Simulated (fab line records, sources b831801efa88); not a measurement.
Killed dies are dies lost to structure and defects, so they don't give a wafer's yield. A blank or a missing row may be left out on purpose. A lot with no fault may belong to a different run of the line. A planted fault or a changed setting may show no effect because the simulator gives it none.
Struck lot and sound lot, side by side	flow gf180mcu	18 steps out of a route of 602
Sound: the wafers L442.1, L442.2, L442.6. Struck: wafer L452.5 (left out: L452.1, a lot-mate that was not struck); the cause follows at the end.
At each step with rows: each side's tool, then ch and its chambers, then its first start. Under that, the readings that differ: sound wafers	struck wafers	difference of the means	sigmas: that difference in standard deviations of wafers without a fault.
alike: a reading whose means differ by less than 2 such deviations, as well as words and numbers matching on both sides. not compared: withheld readings; readings where some wafer has no value; bounds like >300 that might hide an equal value; numbers whose values overlap and for which the record gives no deviation.
The two part at a step that has a row with sigmas, a row that says differs or no value, or rows on one side only. Numbers that have no deviation but don't overlap get no sigmas and don't part them. A reading that every wafer of one side lacks parts them only if that side has two wafers or more.

first, 2 steps without rows for these wafers: GF_VT_IMPLANT_PEB_05; GF_VT_IMPLANT_DEVELOP_06 (develop time 60 s).
GF_VT_IMPLANT_OVL_MEAS_07:
  sound: overlay-01 at day 5 14:20; struck: overlay-01 at day 8 04:53
  alike: VT_IMPLANT_OVL
after that, 1 step had no rows for these wafers: GF_VT_IMPLANT_IMPLANT_08.
GF_VT_IMPLANT_STRIP_09: strips in O2/N2.
  sound on plasmaAsher-04 ch 0,1, day 5 14:32; struck on plasmaAsher-02 ch 1, day 8 05:04
  alike: drypumpMotorCurrentA, heaterPowerW, oesProductAu, stripTimeToEndpointS
  not compared: rfHoursCounterH
GF_VT_IMPLANT_TW_MEAS_10:
  sound: filmMetro-03 at day 5 14:38; struck: filmMetro-03 at day 8 05:10
  alike: VT_IMPLANT_TW
then, 6 steps without rows for these wafers: GF_VT_IMPLANT_DEHYDRATE_11 (time 60 s); GF_VT_IMPLANT_HMDS_12 (prime time 60 s); GF_VT_IMPLANT_COAT_13 (resist thk 1000 nm); GF_VT_IMPLANT_SOFTBAKE_14 (time 60 s); GF_VT_IMPLANT_EXPOSE_15 (exposes mask Nwell LV AREA, target cd 860 nm); GF_VT_IMPLANT_PEB_16.
GF_VT_IMPLANT_DEVELOP_17: develop time 60 s.
  sound on lithoTrack-01 ch 0, day 6 05:08; struck on lithoTrack-02 ch 0, day 8 21:48
GF_VT_IMPLANT_OVL_MEAS_18:
  sound: overlay-01 at day 6 05:17; struck: overlay-02 at day 8 21:57
  alike: VT_IMPLANT_01_OVL
after that, 1 step had no rows for these wafers: GF_VT_IMPLANT_IMPLANT_19.
GF_VT_IMPLANT_STRIP_20: strips in O2/N2.
  sound on plasmaAsher-02 ch 0,1, day 6 05:28; struck on plasmaAsher-02 ch 1, day 8 22:08
reading	sound	struck	difference	sigmas
stripTimeToEndpointS (s)	12.59 12.57 12.58	12.65	+0.07	+2
  alike: drypumpMotorCurrentA, heaterPowerW, oesProductAu
  not compared: rfHoursCounterH
GF_VT_IMPLANT_TW_MEAS_21:
  sound: filmMetro-02 at day 6 05:34; struck: filmMetro-02 at day 8 22:28
reading	sound	struck	difference	sigmas
VT_IMPLANT_2_TW	1210 1209 1210	31	-1179	-79
  not compared: hold
GF_PASSIVATION_PROBE_99:
  sound wafers here have rows in the record (prober-02, day 29 03:26); struck ones have none

WHERE THEY PART
Earliest at GF_VT_IMPLANT_STRIP_20; latest, in this record, at GF_PASSIVATION_PROBE_99.

WHY: whatever the simulator had introduced
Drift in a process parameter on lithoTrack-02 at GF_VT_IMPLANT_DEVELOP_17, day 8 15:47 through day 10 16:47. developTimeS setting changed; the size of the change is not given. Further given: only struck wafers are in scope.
